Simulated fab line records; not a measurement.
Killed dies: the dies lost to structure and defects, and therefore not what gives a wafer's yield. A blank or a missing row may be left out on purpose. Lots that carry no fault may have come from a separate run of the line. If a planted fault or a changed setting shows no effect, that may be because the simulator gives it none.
Struck lot and sound lot, side by side    flow gf180mcu    14 out of 602 route steps
Sound: the wafers L229.2, L229.4, L229.5. Wafers L220.1, L220.2, L220.4 were the ones struck. The cause comes at the end.
Per side, at each step with rows, come the tool, then ch with its chambers, and then its first start. Under that, the readings that differ: sound wafers    struck wafers    difference of the means    sigmas: that difference in standard deviations of wafers without a fault.
alike: readings with means less than 2 such deviations apart, plus words and numbers identical on both sides. not compared: withheld readings, readings lacking a value on some wafer, bounds such as >300 that could conceal the same value, and numbers that have no deviation in the record and whose values overlap.
Wherever a step has rows on one side only, a row that says differs or no value, or a row with sigmas, the two part there. When numbers do not overlap yet have no deviation, they are printed without sigmas and do not part them. A reading missing from all wafers of one side parts the sides only when that side holds two or more wafers.

first, 3 steps without rows for these wafers: GF_MVPSD_EXPOSE_04 (exposes mask MVPSD, target cd 1000 nm); GF_MVPSD_PEB_05; GF_MVPSD_DEVELOP_06 (develop time 60 s).
GF_MVPSD_OVL_MEAS_07:
  sound on overlay-02 at day 9 03:07; struck on overlay-02 at day 6 14:41
  alike: MVPSD_OVL
then, 2 steps without rows for these wafers: GF_MVPSD_IMPLANT_08; GF_MVPSD_IMPLANT_09.
GF_MVPSD_STRIP_10: strips in O2/N2.
  sound on plasma asher-01 ch 0,1, day 9 03:26; struck on plasma asher-01 ch 0,1, day 6 15:01
  alike: drypump motor current A, heater power w, oes product au, platen temp c, strip time to endpoint s
  not compared: rf hours counter h
GF_MVPSD_TW_MEAS_11:
  sound on film metro-01 at day 9 03:33; struck on film metro-01 at day 6 15:07
  alike: MVPSD_TW
then, 4 steps without rows for these wafers: GF_VT_IMPLANT_DEHYDRATE_00 (time 60 s); GF_VT_IMPLANT_HMDS_01 (prime time 60 s); GF_VT_IMPLANT_COAT_02 (resist thk 1000 nm); GF_VT_IMPLANT_SOFTBAKE_03 (time 60 s).
GF_VT_IMPLANT_EXPOSE_04: exposes mask LVPWELL LV AREA, target cd 600 nm.
  struck on iline stepper-01, day 6 22:27; sound on iline stepper-02 ch 0, day 9 12:46
  no value came back on the struck wafers for exposure dose mJ cm2, focus offset nm (nm), stage vel mm s (mm/s); on the sound wafers exposure dose mJ cm2 reads 140.17 139.85 140.03
  alike: mask
then, 1 step without rows for these wafers: GF_VT_IMPLANT_PEB_05.

## WHERE THEY PART
Only at GF_VT_IMPLANT_EXPOSE_04, as far as this record shows.

WHY: whatever the simulator had introduced
Beginning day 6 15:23, the whole step at GF_VT_IMPLANT_EXPOSE_04 was skipped on iline stepper-01. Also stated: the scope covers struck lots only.
